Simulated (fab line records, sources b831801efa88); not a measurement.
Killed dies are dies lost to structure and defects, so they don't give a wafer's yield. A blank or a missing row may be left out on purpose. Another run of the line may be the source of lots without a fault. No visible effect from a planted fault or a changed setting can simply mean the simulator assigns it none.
Which tool did it? -- flow sky130 -- 12 lots, 35 wafers sampled, at 7 steps of a route of 708

WHAT EACH GAUGE READ, for each wafer
SKY_SD_N_CD_MEAS_07: the cd target is 380 nm. Usual: cd nm 379.9 nm, standard deviation 2.4.
lot,measured,on,cd nm (nm),flag
L344,day 27 19:16,cd sem-02,378.9 376.4 378.8,
L347,day 28 22:27,cd sem-02,379.7 379.7 375.9,
L348,day 29 02:16,cd sem-02,376.0 377.8 375.7,
L350,day 30 04:09,cd sem-02,378.2 380.3 380.1,
L351,day 30 09:22,cd sem-01,382.4 381.4 379.5,
L359,day 33 02:02,cd sem-02,380.6 378.8 377.7,
L360,day 33 08:09,cd sem-02,384.3 381.7,
L361,day 33 16:09,cd sem-01,376.8 377.0 377.0,
L364,day 34 13:31,cd sem-02,383.0 382.8 379.2,
L365,day 34 20:41,cd sem-02,380.9 385.0 382.9,
L366,day 35 05:06,cd sem-01,380.4 380.4 381.2,
L367,day 35 07:19,cd sem-01,375.7 375.2 376.7,

SKY_LI_CONTACT_CD_MEAS_12: the cd target is 170 nm. Usual: cd nm 170.8 nm, standard deviation 1.6.
lot,measured,on,cd nm (nm),flag
L344,day 29 00:28,cd sem-02,170.4 170.0 169.7,
L347,day 30 04:30,cd sem-01,170.7 171.9 171.8,
L348,day 30 07:40,cd sem-01,169.0 170.3 168.9,
L350,day 31 09:38,cd sem-01,171.5 172.5 171.3,
L351,day 31 14:38,cd sem-01,169.4 168.6 168.1,
L359,day 34 06:23,cd sem-01,169.4 170.8 169.2,
L360,day 34 12:44,cd sem-02,173.8 174.0,
L361,day 34 20:44,cd sem-02,171.3 171.7 171.8,
L364,day 35 17:58,cd sem-02,171.4 171.0 170.9,
L365,day 36 00:46,cd sem-01,168.0 167.4 168.6,
L366,day 36 09:50,cd sem-02,172.6 173.1 172.9,
L367,day 36 12:11,cd sem-02,168.6 171.0 170.2,

SKY_CONTACT_RS_MEAS_25: the measuring method here is four-point-probe. Usual: CONTACT_W_RS 0.340 ohm/sq, standard deviation 0.0032.
lot,measured,on,CONTACT_W_RS (ohm/sq),flag
L344,day 31 11:56,film metro-02,0.343 0.337 0.342,
L347,day 32 15:59,film metro-04,0.333 0.337 0.332,
L348,day 32 17:58,film metro-04,0.335 0.336 0.337,
L350,day 33 19:31,film metro-01,0.336 0.339 0.340,
L351,day 34 00:41,film metro-01,0.335 0.339 0.336,
L359,day 36 15:11,film metro-02,0.339 0.379 0.384,OFF
L360,day 36 22:07,film metro-04,0.341 0.379,OFF
L361,day 37 04:55,film metro-02,0.340 0.384 0.378,OFF
L364,day 38 02:34,film metro-02,0.340 0.342 0.339,
L365,day 38 09:17,film metro-02,0.340 0.347 0.343,
L366,day 38 17:27,film metro-01,0.346 0.339 0.345,
L367,day 38 19:50,film metro-01,0.342 0.342 0.339,

SKY_CONTACT_THK_MEAS_26: measures by xrf. Usual: CONTACT_W_THK 336 nm, standard deviation 5.2.
lot,measured,on,CONTACT_W_THK (nm),flag
L344,day 31 12:01,film metro-02,337 342 338,
L347,day 32 16:06,film metro-04,345 338 345,
L348,day 32 18:04,film metro-04,341 342 343,
L350,day 33 19:38,film metro-01,334 331 330,
L351,day 34 00:48,film metro-01,330 326 327,
L359,day 36 15:17,film metro-02,339 304 299,OFF
L360,day 36 22:12,film metro-04,337 303,OFF
L361,day 37 05:02,film metro-02,340 300 305,OFF
L364,day 38 02:41,film metro-02,337 337 337,
L365,day 38 09:22,film metro-02,337 330 337,
L366,day 38 17:34,film metro-01,330 333 327,
L367,day 38 19:57,film metro-01,330 332 334,

SKY_VIA1_BOW_MEAS_03. Usual: VIA1_BOW 80 um, standard deviation 6.8.
lot,measured,on,VIA1_BOW (um),flag
L344,day 32 17:43,film metro-03,93 99 84,
L347,day 33 21:25,film metro-03,72 76 79,
L348,day 33 23:40,film metro-01,65 76 81,
L350,day 34 23:40,film metro-04,78 87 73,
L351,day 35 05:34,film metro-04,75 73 88,
L359,day 37 18:53,film metro-04,87 77 70,
L360,day 38 01:55,film metro-04,85 83,
L361,day 38 08:20,film metro-04,85 83 83,
L364,day 39 05:37,film metro-04,85 88 74,
L365,day 39 13:11,film metro-03,78 85 94,
L366,day 39 20:20,film metro-04,75 79 71,
L367,day 39 22:55,film metro-03,75 80 90,

EACH LOT AND THE TOOL THAT RAN IT (in order: tool; ch and the chambers of the sampled wafers; start)
lot,SKY_CONTACT_CVD_24,SKY_CONTACT_CMP_27
L344,"cvd w-01 ch 0,1, day 31 11:48","cmp-01 ch 1,2, day 31 12:06"
L347,"cvd w-02 ch 0,1, day 32 15:52","cmp-01 ch 1,2,3, day 32 16:10"
L348,"cvd w-02 ch 0,1, day 32 17:50","cmp-02 ch 0,1, day 32 18:10"
L350,"cvd w-01 ch 0, day 33 19:25","cmp-01 ch 1,2, day 33 19:42"
L351,"cvd w-01 ch 0,1, day 34 00:34","cmp-02 ch 0,1,3, day 34 00:51"
L359,"cvd w-02 ch 0,1, day 36 15:03","cmp-01 ch 0,2,3, day 36 15:26"
L360,"cvd w-02 ch 0,1, day 36 22:00","cmp-02 ch 2,3, day 36 22:25"
L361,"cvd w-02 ch 0,1, day 37 04:48","cmp-01 ch 0,2, day 37 05:08"
L364,"cvd w-01 ch 0,1, day 38 02:28","cmp-02 ch 1,2,3, day 38 02:45"
L365,"cvd w-01 ch 0,1, day 38 09:09","cmp-02 ch 1,2,3, day 38 09:33"
L366,"cvd w-01 ch 0,1, day 38 17:20","cmp-02 ch 0,2, day 38 17:41"
L367,"cvd w-01 ch 0,1, day 38 19:43","cmp-01 ch 0,1,2, day 38 20:07"
- SKY_CONTACT_CVD_24: deposits W, target thk 340 nm, time 102.12 s.
- SKY_CONTACT_CMP_27: polishes, stops on SiO2, t overpolish 15 s, target thk 0 nm.

AS READ BY THE TOOLS THEMSELVES (means over the sampled wafers that have a number; for cases with no such wafer, the mark the record gives instead)
SKY_CONTACT_CVD_24. Usual: heater power w 894 W, standard deviation 86.
lot,tool,heater power w (W),flag
L344,cvd w-01,986,
L347,cvd w-02,821,
L348,cvd w-02,790,
L350,cvd w-01,908,
L351,cvd w-01,939,
L359,cvd w-02,792,
L360,cvd w-02,792,
L361,cvd w-02,824,
L364,cvd w-01,931,
L365,cvd w-01,932,
L366,cvd w-01,959,
L367,cvd w-01,950,

SKY_CONTACT_CMP_27. Usual: motor current A 11.5 A, standard deviation 1; retaining ring pressure frac 1.000, standard deviation 0.0051; time to endpoint s 81 s, standard deviation 3.2.
lot,tool,motor current A (A),retaining ring pressure frac,time to endpoint s (s),flag
L344,cmp-01,11.3,1.000,85,
L347,cmp-01,11.3,0.997,81,
L348,cmp-02,10.2,0.998,83,
L350,cmp-01,11.2,1.005,79,
L351,cmp-02,10.7,0.996,79,
L359,cmp-01,11.6,1.000,75,
L360,cmp-02,12.7,1.000,79,
L361,cmp-01,11.4,0.997,74,
L364,cmp-02,11.6,1.005,87,
L365,cmp-02,12.0,1.005,86,
L366,cmp-02,12.1,1.000,84,
L367,cmp-01,11.7,1.003,81,

THE ANSWER, worked out from the rows above alone
Rule: a lot is off if the mean of its wafers that have a number lies more than 3 standard deviations from the usual mean. Also off: a lot with no number at a reading for which 4 or more lots have one. Any other lot the step has rows for is counted as sound. First the gauges in route order, then the tools' own readings, where a lot's mean is used as printed above. At the first step where some lot is off, the reading lying furthest off is the one used; lots without a number count as furthest.
Off: L359, L360, L361, at SKY_CONTACT_RS_MEAS_25 (CONTACT_W_RS).
If a tool, at a process step before that reading, ran all the lots that are off and no sound lot after the first of them, it fits. The gauges at SKY_CONTACT_RS_MEAS_25 are tried like those tools. One fits: SKY_CONTACT_CVD_24 on cvd w-02. Its last sound lot is L348 (day 32 17:50), its first lot that is off L359 (day 36 15:03): a fault that began between those two fits.

WHAT WAS PUT IN BY THE SIMULATOR
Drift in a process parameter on cvd w-02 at SKY_CONTACT_CVD_24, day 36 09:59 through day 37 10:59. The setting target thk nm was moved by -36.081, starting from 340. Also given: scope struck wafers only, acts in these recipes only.
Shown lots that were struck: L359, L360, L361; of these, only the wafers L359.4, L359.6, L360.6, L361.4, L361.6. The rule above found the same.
